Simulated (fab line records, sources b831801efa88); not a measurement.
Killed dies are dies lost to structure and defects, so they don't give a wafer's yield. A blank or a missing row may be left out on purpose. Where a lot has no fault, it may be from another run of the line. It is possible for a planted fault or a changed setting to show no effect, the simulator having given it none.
Chamber matching | flow sky130 | SKY_POLY_CUT_ETCH_11 on rieDiel-01: 4 sister chambers
The step etches Si3N4 in CF4/CH2F2/Ar, stops on poly-Si, time 42.5 s, target depth 60 nm. 4 wafers are shown with their chamber, then 7 later ones without.

== EACH WAFER AND ITS CHAMBER ==
wafer  | chamber | drypumpMotorCurrentA (A)
L166.6 | 0       | 6.5
L169.5 | 1       | 6.3
L169.6 | 2       | 5.5
L171.1 | 3       | 4.8

== WAFERS WITHOUT THEIR CHAMBER ==
wafer  | drypumpMotorCurrentA (A)
L171.2 | 6.3
L171.5 | 6.2
L170.1 | 4.8
L170.2 | 6.5
L170.3 | 5.5
L180.1 | 5.5
L180.4 | 6.3

== THE CHAMBER EACH PASSED THROUGH ==
wafer  | from the rows above | in truth
L171.2 | 1                   | 1
L171.5 | 1                   | 1
L170.1 | 3                   | 3
L170.2 | 0                   | 0
L170.3 | 2                   | 2
L180.1 | 2                   | 2
L180.4 | 1                   | 1
Correct placement for 7 of the 7. Can't be placed from these rows: 0. Placed wrongly: 0.
How it was worked out, from the rows above alone: a wafer's distance from a chamber is the root of the sum, over the readings, of the square of ((its reading less the chamber's mean) divided by the reading's scatter). If the next closest chamber is less than 2 further off than the closest, the wafer can't be placed; otherwise it belongs to the closest. Each chamber's mean is taken over the wafers shown for it. The scatter (one wafer shown for each chamber): square how far every hidden wafer sits from the nearest shown wafer, average those squares and take the square root.
